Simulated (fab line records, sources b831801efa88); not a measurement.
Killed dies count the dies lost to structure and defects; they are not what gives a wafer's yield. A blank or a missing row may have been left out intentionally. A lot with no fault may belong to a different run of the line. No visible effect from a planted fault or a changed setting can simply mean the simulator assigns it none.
fab line records -- flow sfqLine
record: lots: 5, wafers: 23
route steps=325 shown M8@321
startH: hours from the record's first day to the start of the lot's first wafer shown -- waitH: hours from the lot's prior step to this one -- " unchanged from the row above -- L1.1+2: several wafers, shown together as one row -- - either no value or no given start -- * or withheld: withheld -- < > ~ a bound
route shown NAME@n: names a module that has steps shown in the file, with the first one's number in the route -- usual: average and standard deviation across the fault-free wafers -- same: alike in all rows -- chamber/n: place in a boat -- sites: readings site by site -- _std_site: the values' standard deviation -- _edge_site: the outer-site mean with the inner-site mean subtracted -- radiusMm: for every site, how far away it sits from the centre of the wafer -- mask NAME#n: copy n -- behind: the most recent tool/chamber to have shaped the wafer -- hold: what put the lot on hold/how long, in hours/how the hold closed -- device: transistor that didn't switch, given as n, p or np -- end of line: the same wafers' tests at the end of the route -- for a step that has no rows: nothing shown but its recipe -- killed: dies that structure and defects cost at the first sort, which is not the same as the wafer's yield -- map: a wafer's dies, x killed, . not, _ none there
set.NAME: the setting as run; set.NAME@STEP: as run at that earlier step -- model.NAME: the simulator's own value behind a step, which no gauge read
lots where settings were altered on purpose, with a table for each step and a row for each wafer
== steps ==
step: SFQ_TRILAYER_M8_DEP_EVAP_196
recipe: material: Au, angularSpreadDeg: 1, targetThkNm: 180, timeS: 900, powerW: 2000
lot.wafer,tool,chamber,startH,waitH,set.timeS,model.Au_of_TRILAYER_M8_DEP_EVAP_196.thkNm
L074.1,pvdSputter-02,-,1786.13,0.1,788,157.2
L074.2,pvdSputter-02,-,1786.13,0.1,788,156.9
L074.3,pvdSputter-02,-,1786.13,0.1,900,181.2
L074.4,pvdSputter-02,-,1786.13,0.1,900,180.9
L074.5,pvdSputter-02,-,1786.13,0.1,900,178.6
L075.1,pvdSputter-01,-,1787.31,0.1,900,181.1
L075.3,pvdSputter-01,-,1787.31,0.1,900,180.9
L075.4+6,pvdSputter-01,-,1787.31,0.1,900,179.6
L075.5,pvdSputter-01,-,1787.31,0.1,900,180.7
L079.1,pvdSputter-01,-,1800.73,0.1,900,178.9
L079.2,pvdSputter-01,-,1800.73,0.1,900,180.4
L079.5,pvdSputter-01,-,1800.73,0.1,900,178.8
L082.1,pvdSputter-02,-,1931.51,0.1,864.4,176
L082.2,pvdSputter-02,-,1931.51,0.1,864.4,172.6
L082.4,pvdSputter-02,-,1931.51,0.1,900,180.4
L082.5,pvdSputter-02,-,1931.51,0.1,864.4,172.5
L082.6,pvdSputter-02,-,1931.51,0.1,900,183.7
L085.1,pvdSputter-01,-,1977.46,0.1,824.8,166.4
L085.2+6,pvdSputter-01,-,1977.46,0.1,824.8,166.7
L085.4,pvdSputter-01,-,1977.46,0.1,900,179.9
L085.5,pvdSputter-01,-,1977.46,0.1,900,181.4
step: SFQ_M8_RS_MEAS_949
recipe: thkMeasGauge: four-point-probe, reads: Au_of_TRILAYER_M8_DEP_EVAP_196+Pt_of_TRILAYER_M8_DEP_EVAP_198+Ti_of_TRILAYER_M8_DEP_EVAP_197
usual: M8_AU_RS: 0.1537/0.0018
lot.wafer,tool,chamber,startH,waitH,set.timeS@TRILAYER_M8_DEP_EVAP_196,M8_AU_RS[ohm/sq]
L074.1,filmMetro-01,-,1786.69,0.3,788,0.1759
L074.2,filmMetro-01,-,1786.69,0.3,788,0.1758
L074.3,filmMetro-01,-,1786.69,0.3,900,0.1525
L074.4,filmMetro-01,-,1786.69,0.3,900,0.1523
L074.5,filmMetro-01,-,1786.69,0.3,900,0.1548
L075.1,filmMetro-01,-,1787.83,0.3,900,0.1526
L075.3,filmMetro-01,-,1787.83,0.3,900,0.1535
L075.4,filmMetro-01,-,1787.83,0.3,900,0.1547
L075.5,filmMetro-01,-,1787.83,0.3,900,0.1537
L075.6,filmMetro-01,-,1787.83,0.3,900,0.1537
L079.1,filmMetro-02,-,1801.25,0.3,900,0.1548
L079.2,filmMetro-02,-,1801.25,0.3,900,0.1537
L079.5,filmMetro-02,-,1801.25,0.3,900,0.1547
L082.1,filmMetro-02,-,1932.02,0.3,864.4,0.1584
L082.2,filmMetro-02,-,1932.02,0.3,864.4,0.1604
L082.4,filmMetro-02,-,1932.02,0.3,900,0.1542
L082.5,filmMetro-02,-,1932.02,0.3,864.4,0.1612
L082.6,filmMetro-02,-,1932.02,0.3,900,0.1508
L085.1,filmMetro-01,-,1977.98,0.3,824.8,0.1661
L085.2,filmMetro-01,-,1977.98,0.3,824.8,0.1668
L085.4,filmMetro-01,-,1977.98,0.3,900,0.1543
L085.5,filmMetro-01,-,1977.98,0.3,900,0.1530
L085.6,filmMetro-01,-,1977.98,0.3,824.8,0.1663
step: SFQ_M8_THK_MEAS_950
recipe: thkMeasGauge: xrf, reads: Au_of_TRILAYER_M8_DEP_EVAP_196
usual: M8_AU_THK: 178.7/2.3
lot.wafer,tool,chamber,startH,waitH,set.timeS@TRILAYER_M8_DEP_EVAP_196,M8_AU_THK[nm]
L074.1,filmMetro-01,-,1786.81,0.1,788,157.8
L074.2,filmMetro-01,-,1786.81,0.1,788,156.8
L074.3,filmMetro-01,-,1786.81,0.1,900,180.6
L074.4,filmMetro-01,-,1786.81,0.1,900,180.2
L074.5,filmMetro-01,-,1786.81,0.1,900,177.9
L075.1,filmMetro-01,-,1787.95,0.1,900,181.6
L075.3,filmMetro-01,-,1787.95,0.1,900,179.8
L075.4,filmMetro-01,-,1787.95,0.1,900,179.2
L075.5,filmMetro-01,-,1787.95,0.1,900,180.1
L075.6,filmMetro-01,-,1787.95,0.1,900,179.6
L079.1,filmMetro-02,-,1801.37,0.1,900,177.8
L079.2,filmMetro-02,-,1801.37,0.1,900,179.3
L079.5,filmMetro-02,-,1801.37,0.1,900,177.2
L082.1,filmMetro-02,-,1932.14,0.1,864.4,175.3
L082.2,filmMetro-02,-,1932.14,0.1,864.4,171.2
L082.4,filmMetro-02,-,1932.14,0.1,900,178.4
L082.5,filmMetro-02,-,1932.14,0.1,864.4,171.0
L082.6,filmMetro-02,-,1932.14,0.1,900,182.1
L085.1,filmMetro-01,-,1978.10,0.1,824.8,167.7
L085.2,filmMetro-01,-,1978.10,0.1,824.8,168.1
L085.4,filmMetro-01,-,1978.10,0.1,900,181.3
L085.5,filmMetro-01,-,1978.10,0.1,900,182.2
L085.6,filmMetro-01,-,1978.10,0.1,824.8,167.5
== key ==
split: step: SFQ_TRILAYER_M8_DEP_EVAP_196, setting: timeS, stated: 900, by: wafer
response: step: SFQ_TRILAYER_M8_DEP_EVAP_196, reading: model.Au_of_TRILAYER_M8_DEP_EVAP_196.thkNm, change: +1.83, per: 1%, r: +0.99
response: step: SFQ_M8_RS_MEAS_949, reading: M8_AU_RS, change: -0.00174, per: 1%, r: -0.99
response: step: SFQ_M8_THK_MEAS_950, reading: M8_AU_THK, change: +1.76, per: 1%, r: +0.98
